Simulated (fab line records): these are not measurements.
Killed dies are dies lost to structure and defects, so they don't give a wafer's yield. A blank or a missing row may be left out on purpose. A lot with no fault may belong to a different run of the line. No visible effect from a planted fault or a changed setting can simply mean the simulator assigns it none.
Which tool was responsible? -- flow gf180mcu -- Sampling: 11 lots, 33 wafers, 5 of 602 route steps

== WHAT EACH GAUGE READ, for each wafer ==
GF_SAB_OVL_MEAS_10.
lot,measured,on,SAB_OVL (nm)
L512,day 16 03:43,overlay-01,-0.4 2.1 -0.1
L516,day 16 16:56,overlay-02,1.6 0.8 0.3
L515,day 16 21:04,overlay-02,0.8 0.3 -1.4
L518,day 17 16:08,overlay-01,0.4 1.7 1.7
L525,day 20 03:25,overlay-02,1.8 0.6 -1.8
L526,day 20 17:58,overlay-02,0.2 0.1 0.6
L528,day 21 09:43,overlay-02,0.5 0.9 -0.2
L529,day 21 11:16,overlay-02,0.2 1.0 2.3
L530,day 22 01:03,overlay-01,1.7 2.4 1.3
L532,day 22 16:49,overlay-01,-1.7 -0.8 -3.3
L534,day 23 05:46,overlay-02,0.5 -1.0 -3.4

GF_CONTACT_THK_MEAS_03.
lot,measured,on,CONTACT_CVD_02_THK (nm)
L512,day 16 04:49,film_metro-02,860 844 864
L516,day 16 18:01,film_metro-04,857 871 875
L515,day 16 22:09,film_metro-04,851 867 868
L518,day 17 17:14,film_metro-04,859 866 867
L525,day 20 04:30,film_metro-04,250 856 262 250 855 263
L526,day 20 19:05,film_metro-04,850 866 266 851 866 266
L528,day 21 10:51,film_metro-04,861 856 870
L529,day 21 12:21,film_metro-03,873 870 868
L530,day 22 02:11,film_metro-02,869 863 879
L532,day 22 17:54,film_metro-04,852 870 862
L534,day 23 06:54,film_metro-04,838 855 853

== EACH LOT AND THE TOOL THAT RAN IT (in order: tool; ch and the chambers of the sampled wafers; start) ==
lot,GF_NSD_STRIP_11,GF_SALICIDE_SPUTTER_02,GF_CONTACT_CVD_02
L512,"plasma_asher-04 ch 0,1, day 14 08:40","pvd_sputter-01, day 16 04:06","pecvd-01 ch 0,2, day 16 04:44"
L516,"plasma_asher-03 ch 1, day 14 20:52","pvd_sputter-01, day 16 17:18","pecvd-01 ch 0,1, day 16 17:56"
L515,"plasma_asher-04 ch 0,1, day 15 01:10","pvd_sputter-01, day 16 21:27","pecvd-03 ch 1,2, day 16 22:05"
L518,"plasma_asher-02 ch 0,1, day 15 18:26","pvd_sputter-02, day 17 16:31","pecvd-03 ch 0,1, day 17 17:08"
L525,"plasma_asher-03 ch 0,1, day 18 02:32","pvd_sputter-01, day 20 03:48","pecvd-03 ch 1,2, day 20 04:26"
L526,"plasma_asher-03 ch 0,1, day 18 17:16","pvd_sputter-02, day 20 18:20","pecvd-03 ch 0,1, day 20 18:58"
L528,"plasma_asher-02 ch 0,1, day 19 07:44","pvd_sputter-01, day 21 10:05","pecvd-02 ch 0,2, day 21 10:46"
L529,"plasma_asher-04 ch 0,1, day 19 10:46","pvd_sputter-02, day 21 11:38","pecvd-01 ch 1,2, day 21 12:16"
L530,"plasma_asher-03 ch 0,1, day 19 23:40","pvd_sputter-04, day 22 01:29","pecvd-01 ch 0,1,2, day 22 02:07"
L532,"plasma_asher-03 ch 0,1, day 20 17:17","pvd_sputter-02, day 22 17:12","pecvd-02 ch 0,2, day 22 17:50"
L534,"plasma_asher-04 ch 0,1, day 21 06:06","pvd_sputter-04, day 23 06:09","pecvd-03 ch 1,2, day 23 06:50"
- GF_NSD_STRIP_11: strips in O2/N2.
- GF_SALICIDE_SPUTTER_02: material Co, target thk 10 nm, time 20 s.
- GF_CONTACT_CVD_02: deposits SiO2 from TEOS, target thk 860 nm, time 95.992 s.

== WHAT THE TOOLS THEMSELVES READ (means of the sampled wafers that have a number; where no wafer has one, the mark that the record gives instead) ==
GF_NSD_STRIP_11.
lot,tool,drypump_motor_current_A (A),heater_power_w (W),n2_flow_sccm (sccm),oes_product_au (a.u.),strip_time_to_endpoint_s (s)
L512,plasma_asher-04,5.4,295,300.2,0.490,22.90
L516,plasma_asher-03,6.0,318,299.3,0.487,22.97
L515,plasma_asher-04,5.4,294,301.0,0.484,22.99
L518,plasma_asher-02,5.8,333,299.7,0.489,22.92
L525,plasma_asher-03,6.2,326,299.4,0.485,22.92
L526,plasma_asher-03,6.2,325,299.9,0.482,22.90
L528,plasma_asher-02,5.8,334,300.4,0.490,22.94
L529,plasma_asher-04,5.5,304,300.0,0.486,23.01
L530,plasma_asher-03,6.2,328,300.5,0.488,22.98
L532,plasma_asher-03,6.3,336,300.2,0.485,22.92
L534,plasma_asher-04,5.4,307,300.0,0.484,22.94

GF_SALICIDE_SPUTTER_02.
lot,tool,throttle_valve_pct (%)
L512,pvd_sputter-01,30.1
L516,pvd_sputter-01,29.9
L515,pvd_sputter-01,29.5
L518,pvd_sputter-02,30.1
L525,pvd_sputter-01,30.0
L526,pvd_sputter-02,30.7
L528,pvd_sputter-01,30.3
L529,pvd_sputter-02,30.4
L530,pvd_sputter-04,30.7
L532,pvd_sputter-02,29.4
L534,pvd_sputter-04,30.2

GF_CONTACT_CVD_02.
lot,tool,heater_power_outer_w (W),heater_power_w (W),rf_fwd_power_W (W)
L512,pecvd-01,567,934,594.0
L516,pecvd-01,467,830,595.6
L515,pecvd-03,395,646,595.0
L518,pecvd-03,403,670,595.9
L525,pecvd-03,389,644,594.3
L526,pecvd-03,421,685,594.1
L528,pecvd-02,323,608,599.4
L529,pecvd-01,431,736,594.8
L530,pecvd-01,481,820,594.4
L532,pecvd-02,333,621,597.8
L534,pecvd-03,417,685,596.1

== THE ANSWER, worked out from the rows above alone ==
Rule: the usual values come from the lots themselves. The widest of any qualifying gaps counts: lots, ordered by their means at a reading, are off when they make up no more than a third of the lots, leave a main group of 4 or more, and stand apart from it by 3 or more times the standard deviation of that group's means. Not used: any main group whose means are identical at the precision the tables above print for the reading. Also off: a lot with no number at a reading for which 4 or more lots have one. Any other lot the step has rows for is counted as sound. The gauges are gone through in route order, then the tools' own readings, and for those a lot's mean is taken as printed above. At the first step where some lot is off, the reading lying furthest off is the one used; lots without a number count as furthest.
Off: L525, L526, seen at GF_CONTACT_THK_MEAS_03 (CONTACT_CVD_02_THK). Mean 863 nm and standard deviation 6.6 in the main group.
If a tool, at a process step before that reading, ran all the lots that are off and no sound lot after the first of them, it fits. The gauges at GF_CONTACT_THK_MEAS_03 are tried like those tools. None of those tried fits.

== WHAT THE SIMULATOR HAD INSERTED ==
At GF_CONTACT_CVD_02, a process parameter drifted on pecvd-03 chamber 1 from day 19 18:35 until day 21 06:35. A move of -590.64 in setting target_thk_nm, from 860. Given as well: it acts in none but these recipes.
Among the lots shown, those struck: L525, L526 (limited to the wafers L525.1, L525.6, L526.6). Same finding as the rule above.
